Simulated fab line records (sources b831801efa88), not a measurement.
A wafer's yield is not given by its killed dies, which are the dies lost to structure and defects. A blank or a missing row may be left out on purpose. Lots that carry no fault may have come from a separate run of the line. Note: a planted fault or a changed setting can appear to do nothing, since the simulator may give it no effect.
Struck lot and sound lot, side by side | flow sky130 | 22 out of 708 route steps
Sound: the wafers L300.2, L300.3, L300.5. The struck wafers were L308.3, L308.5, L308.6. Last of all comes the cause.
For every step that has rows: the tool of each side, followed by ch and its chambers, followed by its first start. Under that, the readings that differ: sound wafers | struck wafers | difference of the means | sigmas: that difference in standard deviations of wafers without a fault.
alike: words and numbers the same on both sides, and readings whose means are apart by under 2 such deviations; not compared: readings that were withheld, readings missing a value for some wafer, numbers with overlapping values and no deviation given by the record, and bounds like >300 which may hide the same value.
The two part at a step that has a row with sigmas, a row that says differs or no value, or rows on one side only. Non-overlapping numbers with no deviation appear without sigmas and do not part them. A reading missing from all wafers of one side parts the sides only when that side holds two or more wafers.

first, 1 step without rows for these wafers: SKY_METAL1_SPUTTER_00 (material Ti, target thk 15 nm, time 10 s).
SKY_METAL1_SPUTTER_01: material TiN, target thk 20 nm, time 16.7 s.
  struck on pvd-sputter-04, day 35 03:01; sound on pvd-sputter-03, day 32 00:59
  alike: throttle-valve-pct
then, 1 step without rows for these wafers: SKY_METAL1_SPUTTER_02 (material AlCu, target thk 250 nm, time 13.3 s).
SKY_METAL1_SPUTTER_03: material Ti, target thk 5 nm, time 3.3 s.
  struck on pvd-sputter-04, day 35 03:04; sound on pvd-sputter-03, day 32 01:02
  alike: throttle-valve-pct
SKY_METAL1_SPUTTER_04: material TiN, target thk 70 nm, time 58.3 s.
  struck on pvd-sputter-04, day 35 03:05; sound on pvd-sputter-03, day 32 01:04
  alike: throttle-valve-pct
SKY_METAL1_RS_MEAS_05: measurement is done with a four-point probe.
  struck on film-metro-03, day 35 03:11; sound on film-metro-04, day 32 01:08
  alike: METAL1_ALCU_RS
SKY_METAL1_THK_MEAS_06: measures by xrf.
  struck on film-metro-03, day 35 03:17; sound on film-metro-04, day 32 01:14
  alike: METAL1_ALCU_THK
then, 5 steps without rows for these wafers: SKY_METAL1_DEHYDRATE_07 (time 60 s); SKY_METAL1_HMDS_08 (prime time 60 s); SKY_METAL1_COAT_09 (resist thk 60 nm); SKY_METAL1_COAT_10 (resist thk 450 nm); SKY_METAL1_SOFTBAKE_11 (time 90 s).
SKY_METAL1_EXPOSE_12: exposes mask MM1, target cd 140 nm.
  sound on krf-scanner-01 ch 0, day 32 15:16; struck on krf-scanner-01 ch 0, day 35 16:31
  reading              | sound             | struck            | difference | sigmas
  exposure-dose-mJ-cm2 | 28.03 28.02 28.03 | 27.03 27.07 27.09 | -0.96      | -32
  alike: mask, reticle-temp-C, stage-vel-mm-s
then, 2 steps without rows for these wafers: SKY_METAL1_PEB_13; SKY_METAL1_DEVELOP_14 (develop time 60 s).
SKY_METAL1_CD_MEAS_15: target cd 140 nm.
  struck on cd-sem-01, day 36 05:29; sound on cd-sem-01, day 33 03:58
  reading    | sound             | struck            | difference | sigmas
  cd-nm (nm) | 141.8 141.7 142.7 | 105.9 123.1 126.1 | -23.7      | -12
SKY_METAL1_OVL_MEAS_16:
  struck on overlay-02, day 36 05:35; sound on overlay-01, day 33 04:04
  alike: METAL1_OVL
SKY_METAL1_DESCUM_17: chemistry O2, time 8 s.
  sound on rie-metal-01 ch 0, day 33 04:06; struck on rie-metal-01 ch 0,1, day 36 05:37
  reading                 | sound             | struck            | difference | sigmas
  model.METAL1.cd-nm (nm) | 141.7 141.5 142.3 | 105.8 123.3 126.7 | -23.2      |
  alike: drypump-motor-current-A, oes-product-au
  not compared: rf-hours-counter-h
SKY_METAL1_ETCH_18: etches BARC in N2/H2, stops on SiO2, time 45.9 s, target depth 60 nm.
  sound on rie-metal-01 ch 0, day 33 04:08; struck on rie-metal-01 ch 0,1, day 36 05:40
  alike: drypump-motor-current-A, oes-product-au, throttle-valve-pct
  not compared: rf-hours-counter-h
SKY_METAL1_METAL_ETCH_19: etches the open film in Cl2/BCl3, stops on SiO2, target depth 360 nm, time 78 s.
  sound on rie-metal-01 ch 0, day 33 04:12; struck on rie-metal-01 ch 0,1, day 36 05:44
  reading                 | sound           | struck            | difference | sigmas
  model.METAL1.cd-nm (nm) | 137.4 137.5 137 | 104.2 120.7 129.2 | -19.3      |
  alike: drypump-motor-current-A, mfc-cl2-sccm, oes-product-au, throttle-valve-pct
  not compared: rf-hours-counter-h
SKY_METAL1_STRIP_20: strips in O2/N2.
  sound on plasma-asher-04 ch 1, day 33 04:17; struck on plasma-asher-03 ch 0,1, day 36 05:49
  alike: drypump-motor-current-A, oes-product-au, strip-time-to-endpoint-s
  not compared: rf-hours-counter-h
-- the record jumps here: 12 days lie between the struck wafers' starts before and after (it left off in module METAL1 and takes up again in module PAD_OPEN, whose first step shown is number 708 of the route) --
SKY_PAD_OPEN_PROBE_99:
  struck on prober-01, day 48 11:49; sound on prober-02, day 46 05:03
  reading                  | sound          | struck         | difference | sigmas
  defect-limited-yield (%) | 83.7 81.7 78.9 | 0.6 73.2 81.7  | -29.6      | -16
  killed_at_M0_to_M3       | 38 45 50       | 444 90 39      | +147       | +23
  killed-dies              | 80 90 104      | 489 132 90     | +146       | +16
  killed-on-rim            | 15 24 15       | 93 16 17       | +24        | +6
  sort_bin_5_function (%)  | 8.5 11.0 12.8  | 90.9 19.9 12.2 | +30.2      | +22
  sort-n-pass              | 412 402 388    | 3 360 402      | -146       | -16
  sort-yield-pct (%)       | 83.7 81.7 78.9 | 0.6 73.2 81.7  | -29.6      | -16
  alike: killed_at_M4_up, killed-at-contacts, killed-at-front-end, killed-at-other, killed-open, killed-short, sort_bin_3_pad_short, sort_bin_6_memory

## WHERE THEY PART
At SKY_METAL1_EXPOSE_12 first; at SKY_PAD_OPEN_PROBE_99 last (within this record only).

WHY: what the simulator had put in
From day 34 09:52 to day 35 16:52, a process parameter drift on krf-scanner-01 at SKY_METAL1_EXPOSE_12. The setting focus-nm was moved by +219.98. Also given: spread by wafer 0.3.
